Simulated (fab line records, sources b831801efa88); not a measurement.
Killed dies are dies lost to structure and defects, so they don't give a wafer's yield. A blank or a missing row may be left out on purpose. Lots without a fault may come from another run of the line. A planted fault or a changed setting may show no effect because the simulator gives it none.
Chamber matching | flow gf180mcu | GF_STI_ETCH_14 on rie_si-01: 4 sister chambers
The step etches Si in HBr/Cl2/O2, target depth 360 nm, time 102.9 s. 8 wafers are shown with their chamber, then 9 later ones without.

WAFERS WITH THEIR CHAMBER
wafer  | chamber | drypump_motor_current_A (A) | oes_product_au (a.u.)
L803.4 | 1       | 5.81                        | 1.003
L805.2 | 2       | 5.26                        | 0.997
L808.2 | 2       | 5.27                        | 1.007
L808.3 | 3       | 5.28                        | 1.008
L808.6 | 0       | 5.62                        | 1.012
L809.2 | 0       | 5.60                        | 0.996
L809.4 | 1       | 5.80                        | 1.007
L809.6 | 3       | 5.31                        | 0.989

WAFERS WITHOUT THEIR CHAMBER
wafer  | drypump_motor_current_A (A) | oes_product_au (a.u.)
L815.1 | 5.27                        | 0.997
L815.3 | 5.63                        | 0.992
L815.6 | 5.28                        | 1.002
L817.2 | 5.26                        | 1.001
L817.4 | 5.28                        | 1.004
L817.6 | 5.28                        | 1.006
L818.1 | 5.28                        | 1.002
L818.2 | 5.30                        | 0.998
L818.5 | 5.65                        | 1.008

WHICH CHAMBER EACH WENT THROUGH
wafer  | from the rows above     | in truth
L815.1 | can't be placed: 2 or 3 | 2
L815.3 | 0                       | 0
L815.6 | can't be placed: 2 or 3 | 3
L817.2 | 2                       | 2
L817.4 | can't be placed: 2 or 3 | 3
L817.6 | can't be placed: 2 or 3 | 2
L818.1 | can't be placed: 2 or 3 | 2
L818.2 | 3                       | 3
L818.5 | 0                       | 0
Placed correctly: 4 of 9. Can't be placed from these rows: 5 (the true chamber is among the candidates in 5). Placed wrongly: 0.
How it was worked out, from the rows above alone: a wafer's distance from a chamber is the root of the sum, over the readings, of the square of ((its reading less the chamber's mean) divided by the reading's scatter). The wafer belongs to the nearest chamber; if the next one is less than 2 further off, it can't be placed. A chamber's mean is the mean of its shown wafers. The scatter: the root of (the sum of the squares of (reading less its chamber's mean) over the shown wafers, divided by (wafers less chambers)).
